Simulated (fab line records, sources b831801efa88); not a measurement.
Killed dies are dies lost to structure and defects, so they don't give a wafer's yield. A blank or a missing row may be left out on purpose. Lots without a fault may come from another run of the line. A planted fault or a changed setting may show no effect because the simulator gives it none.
Which tool did it? | flow sky130 | 24 lots, 72 wafers sampled, at 2 steps of a route of 708

WHAT THE GAUGES READ, wafer by wafer
SKY_LDD_P_CD_MEAS_07: target cd 380 nm. Usual: cd_nm 379.6 nm, standard deviation 2.6.
lot  | measured     | on        | cd_nm (nm)        | flag
L074 | day 18 16:31 | cd_sem-02 | 377.2 375.9 379.3 |
L075 | day 19 09:39 | cd_sem-01 | 379.0 377.5 379.5 |
L076 | day 19 19:55 | cd_sem-02 | 379.5 381.6 379.5 |
L077 | day 20 06:01 | cd_sem-02 | 380.5 380.5 379.3 |
L078 | day 20 22:59 | cd_sem-01 | 378.9 379.6 378.9 |
L079 | day 21 10:49 | cd_sem-02 | 377.1 374.7 379.3 |
L080 | day 21 19:40 | cd_sem-01 | 377.2 374.4 372.9 |
L081 | day 21 20:50 | cd_sem-02 | 378.7 380.9 380.8 |
L082 | day 22 07:50 | cd_sem-02 | 384.5 384.8 385.6 |
L083 | day 22 17:01 | cd_sem-02 | 381.3 381.9 379.1 |
L084 | day 23 08:54 | cd_sem-02 | 381.9 384.6 380.4 |
L085 | day 23 11:48 | cd_sem-01 | 380.3 381.5 380.8 |
L086 | day 23 16:38 | cd_sem-02 | 382.7 382.9 380.4 |
L087 | day 24 01:49 | cd_sem-01 | 376.0 377.7 377.0 |
L088 | day 24 08:02 | cd_sem-01 | 379.4 379.8 378.8 |
L089 | day 24 18:29 | cd_sem-01 | 377.2 379.3 378.3 |
L090 | day 24 22:10 | cd_sem-02 | 375.0 376.1 375.3 |
L091 | day 25 06:40 | cd_sem-02 | 378.9 377.0 376.5 |
L092 | day 25 17:46 | cd_sem-02 | 382.0 380.4 380.0 |
L093 | day 26 02:04 | cd_sem-01 | 382.1 382.0 384.1 |
L094 | day 26 04:38 | cd_sem-01 | 375.3 376.6 376.4 |
L095 | day 26 17:54 | cd_sem-01 | 383.4 382.7 383.6 |
L096 | day 26 21:40 | cd_sem-02 | 380.1 382.9 381.8 |
L097 | day 27 08:23 | cd_sem-01 | 379.1 381.1 380.9 |

SKY_METAL1_OVL_MEAS_16. Usual: METAL1_OVL -3 nm, standard deviation 6.1.
lot  | measured     | on         | METAL1_OVL (nm) | flag
L074 | day 32 17:13 | overlay-02 | 5 -2 3          |
L075 | day 33 09:20 | overlay-01 | -6 -10 -8       |
L076 | day 33 14:49 | overlay-02 | -4 -10 -5       |
L077 | day 34 01:25 | overlay-02 | 1 5 4           |
L078 | day 34 16:43 | overlay-01 | -12 -10 -7      |
L079 | day 35 00:47 | overlay-02 | -14 -8 -10      |
L080 | day 35 08:18 | overlay-01 | 2 -8 -3         |
L081 | day 35 08:59 | overlay-02 | 1 -4 2          |
L082 | day 35 18:21 | overlay-01 | -5 -2 0         |
L083 | day 36 00:04 | overlay-02 | 0 -8 -9         |
L084 | day 36 14:41 | overlay-02 | -3 -1 2         |
L085 | day 36 17:08 | overlay-01 | -7 -6 -6        |
L086 | day 37 00:59 | overlay-01 | 0 -8 -1         |
L087 | day 37 07:09 | overlay-01 | -8 -2 -5        |
L088 | day 37 12:28 | overlay-02 | 11 5 9          |
L089 | day 37 19:22 | overlay-01 | -8 -9 -12       |
L090 | day 37 22:05 | overlay-02 | 3 1 1           |
L091 | day 38 06:14 | overlay-02 | -10 -7 -11      |
L092 | day 38 18:17 | overlay-02 | 2 1 -3          |
L093 | day 38 21:41 | overlay-01 | -2 -10 -4       |
L094 | day 39 05:18 | overlay-02 | -4 -4 -10       |
L095 | day 39 14:32 | overlay-01 | 9 13 6          |
L096 | day 39 17:00 | overlay-02 | 7 -1 -2         |
L097 | day 39 22:51 | overlay-01 | -1 -10 -3       |

WHICH TOOL RAN EACH LOT (tool, then ch and the chambers of the sampled wafers, then the start)
The record holds no process step before these readings.

WHAT THE TOOLS THEMSELVES READ (means of the sampled wafers that have a number; where no wafer has one, the mark that the record gives instead)
The record holds no such reading with a usual standard deviation.

THE ANSWER, worked out from the rows above alone
Rule: a lot is off if the mean of its wafers that have a number lies more than 3 standard deviations from the usual mean. A lot without any number at a reading at which 4 lots or more have one is off too. The other lots that the step has rows for count as sound. The gauges are gone through in route order, then the tools' own readings, and for those a lot's mean is taken as printed above. The first step at which some lot is off is used, and at that step the reading that is off furthest; a lot without a number counts as furthest.
No lot is off at any reading shown: from this, nothing can be told.

WHAT THE SIMULATOR HAD PUT IN
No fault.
